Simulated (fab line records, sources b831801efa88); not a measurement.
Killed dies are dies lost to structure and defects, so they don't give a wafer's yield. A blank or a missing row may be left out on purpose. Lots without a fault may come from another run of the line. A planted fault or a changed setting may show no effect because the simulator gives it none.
Chamber matching | flow gf180mcu | GF_PASSIVATION_ETCH_11 on rie_diel-03: 4 sister chambers
The step etches the open film in CF4/O2, stops on TiN, target depth 1800 nm, time 400 s. 16 wafers are shown with their chamber, then 8 later ones without.

WAFERS WITH THEIR CHAMBER
wafer  | chamber | drypump_motor_current_A (A) | throttle_valve_pct (%) | oes_product_au (a.u.)
L076.1 | 2       | 6.0                         | 5.961                  | 0.963
L076.2 | 0       | 6.0                         | 5.971                  | 0.966
L076.3 | 3       | 5.4                         | 5.974                  | 0.965
L082.3 | 2       | 6.0                         | 5.963                  | 0.958
L082.5 | 2       | 6.0                         | 5.974                  | 0.977
L082.6 | 3       | 5.4                         | 5.963                  | 0.966
L083.2 | 2       | 6.0                         | 5.974                  | 0.958
L083.3 | 1       | 5.8                         | 5.955                  | 0.973
L083.5 | 1       | 5.7                         | 5.967                  | 0.968
L085.1 | 1       | 5.8                         | 5.968                  | 0.965
L085.3 | 2       | 6.0                         | 5.963                  | 0.964
L085.4 | 0       | 6.0                         | 5.951                  | 0.968
L086.3 | 2       | 6.0                         | 5.976                  | 0.967
L086.5 | 1       | 5.8                         | 5.962                  | 0.959
L086.6 | 2       | 5.9                         | 5.961                  | 0.968
L090.1 | 3       | 5.4                         | 5.965                  | 0.967

SIGNATURES (means of the wafers above)
reading                 | chamber 0 | chamber 1 | chamber 2 | chamber 3 | scatter within a chamber
drypump_motor_current_A | 6.000     | 5.775     | 5.986     | 5.400     | 0.0366
throttle_valve_pct      | 5.96100   | 5.96300   | 5.96743   | 5.96733   | 0.0074
oes_product_au          | 0.96700   | 0.96625   | 0.96500   | 0.96600   | 0.00553
Rule: a wafer's distance from a chamber is the root of the sum, over the readings, of the square of ((its reading less the chamber's mean) divided by the reading's scatter). The wafer belongs to the nearest chamber; if the next one is less than 2 further off, it can't be placed. The scatter: the root of (the sum of the squares of (reading less its chamber's mean) over the shown wafers, divided by (wafers less chambers)).

WAFERS WITHOUT THEIR CHAMBER
wafer  | drypump_motor_current_A (A) | throttle_valve_pct (%) | oes_product_au (a.u.)
L090.3 | 5.8                         | 5.962                  | 0.958
L090.6 | 5.8                         | 5.954                  | 0.962
L091.1 | 6.0                         | 5.954                  | 0.957
L091.2 | 5.8                         | 5.964                  | 0.963
L091.4 | 5.4                         | 5.949                  | 0.970
L096.2 | 5.8                         | 5.961                  | 0.969
L096.3 | 6.0                         | 5.960                  | 0.952
L096.5 | 5.8                         | 5.955                  | 0.973

WHICH CHAMBER EACH WENT THROUGH
wafer  | from the rows above     | in truth
L090.3 | 1                       | 1
L090.6 | 1                       | 1
L091.1 | can't be placed: 0 or 2 | 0
L091.2 | 1                       | 1
L091.4 | 3                       | 3
L096.2 | 1                       | 1
L096.3 | can't be placed: 2 or 0 | 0
L096.5 | 1                       | 1
Placed correctly: 6 of 8. Can't be placed from these rows: 2 (the true chamber is among the candidates in 2). Placed wrongly: 0.
